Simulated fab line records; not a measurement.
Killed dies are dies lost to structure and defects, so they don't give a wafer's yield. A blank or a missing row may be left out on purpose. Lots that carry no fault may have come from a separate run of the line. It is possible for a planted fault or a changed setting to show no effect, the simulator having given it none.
Split-lot trial    flow sfq-line    on a route of 325 steps: 5 lots, 23 wafers read

## SPLIT DETAILS
At SFQ_TRILAYER_JJ_TRILAYER_DEP_SPUTTER_110 (material Al, target thk 8 nm, time 10 s), the setting time-s was moved away from the recipe's 10 s on 11 of the 23 wafers read, by -14.8% to +11.2%. This setting was run at the recipe's value on the other wafers.

The reading is taken at the split's own step.

## THE READING
Al_of_TRILAYER_JJ_TRILAYER_DEP_SPUTTER_110.thk-nm (the simulator's own value, which no gauge read), in nm, at SFQ_TRILAYER_JJ_TRILAYER_DEP_SPUTTER_110 (material Al, target thk 8 nm, time 10 s). There is no usual value for it anywhere in the file. Across the 12 wafers here that went through the recipe, the average is 7.942 nm and the standard deviation 0.15 nm.

wafer   tool, chamber at the split  time-s as run, s  against the recipe  Al_of_TRILAYER_JJ_TRILAYER_DEP_SPUTTER_110.thk-nm, nm  against lot-mates on the recipe
L074.1  pvd-sputter-04, -           8.956             -10.4%              7.143                                                  -1.039
L074.2  pvd-sputter-04, -           8.956             -10.4%              7.252                                                  -0.930
L074.3  pvd-sputter-04, -           10                recipe              8.148                                                  -
L074.4  pvd-sputter-04, -           10                recipe              8.216                                                  -
L074.5  pvd-sputter-04, -           8.956             -10.4%              7.226                                                  -0.956
L075.1  pvd-sputter-03, -           10                recipe              7.627                                                  -
L075.3  pvd-sputter-03, -           10                recipe              7.754                                                  -
L075.4  pvd-sputter-03, -           9.146             -8.5%               7.159                                                  -0.532
L075.5  pvd-sputter-03, -           9.146             -8.5%               6.922                                                  -0.769
L075.6  pvd-sputter-03, -           9.146             -8.5%               7.032                                                  -0.659
L079.1  pvd-sputter-05, -           10                recipe              7.984                                                  -
L079.2  pvd-sputter-05, -           10                recipe              8                                                      -
L079.5  pvd-sputter-05, -           10                recipe              7.919                                                  -
L082.1  pvd-sputter-05, -           8.52              -14.8%              6.763                                                  -1.178
L082.2  pvd-sputter-05, -           8.52              -14.8%              6.678                                                  -1.263
L082.4  pvd-sputter-05, -           10                recipe              7.922                                                  -
L082.5  pvd-sputter-05, -           10                recipe              7.883                                                  -
L082.6  pvd-sputter-05, -           10                recipe              8.018                                                  -
L085.1  pvd-sputter-04, -           10                recipe              7.829                                                  -
L085.2  pvd-sputter-04, -           11.12             +11.2%              8.684                                                  +0.767
L085.4  pvd-sputter-04, -           10                recipe              8.005                                                  -
L085.5  pvd-sputter-04, -           11.12             +11.2%              8.734                                                  +0.817
L085.6  pvd-sputter-04, -           11.12             +11.2%              8.838                                                  +0.921

FIT RESULTS
A straight line over all 23 wafers: Al_of_TRILAYER_JJ_TRILAYER_DEP_SPUTTER_110.thk-nm changes by +0.0793 nm for each +1% of time-s; r = +0.97; the points scatter about the line by 0.16 nm.
The same after taking each lot's own level away (the mean of its wafers on the recipe; 23 wafers): +0.081 nm for each +1%; r = +0.99; scatter 0.084 nm.
On that fit, the largest move of time-s shifts the reading by 1.2 nm.
Across the lots, their own levels run from 7.6905 to 8.1820 nm, a range of 3.2 times the standard deviation given above.
The two slopes agree, so the slope changes little with the lot-to-lot level.
Check: -1.23 nm against its lot-mates is what the line predicts for one of the wafers moved furthest among these (-14.8%) when that wafer is left out of the fit. It came out at -1.18 nm against them.

## THE OTHER SPLITS THESE WAFERS WENT THROUGH
Other splits were also applied to these wafers ahead of the reading. Each is held against what the fit with the lots' levels taken away leaves over:
other split on the same wafers                    wafers away from the commonest value  r with Al_of_TRILAYER_JJ_TRILAYER_DEP_SPUTTER_110.thk-nm (lot level and that fit taken away)
SFQ_TRILAYER_M3_LITHO_EXPOSE_076 dose-mj          11                                    +0.08
SFQ_TRILAYER_M4_LITHO_COAT_093 resist-thk-nm      8                                     +0.28
SFQ_TRILAYER_M4_BARC_OPEN_METAL_ETCH_123 bias-w   9                                     -0.04
SFQ_TRILAYER_I4_VIA_LITHO_COAT_108 resist-thk-nm  10                                    +0.32

## THE FILE'S OWN FIT
Al_of_TRILAYER_JJ_TRILAYER_DEP_SPUTTER_110.thk-nm changes by +0.082 nm for each +1% of time-s, r = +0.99.
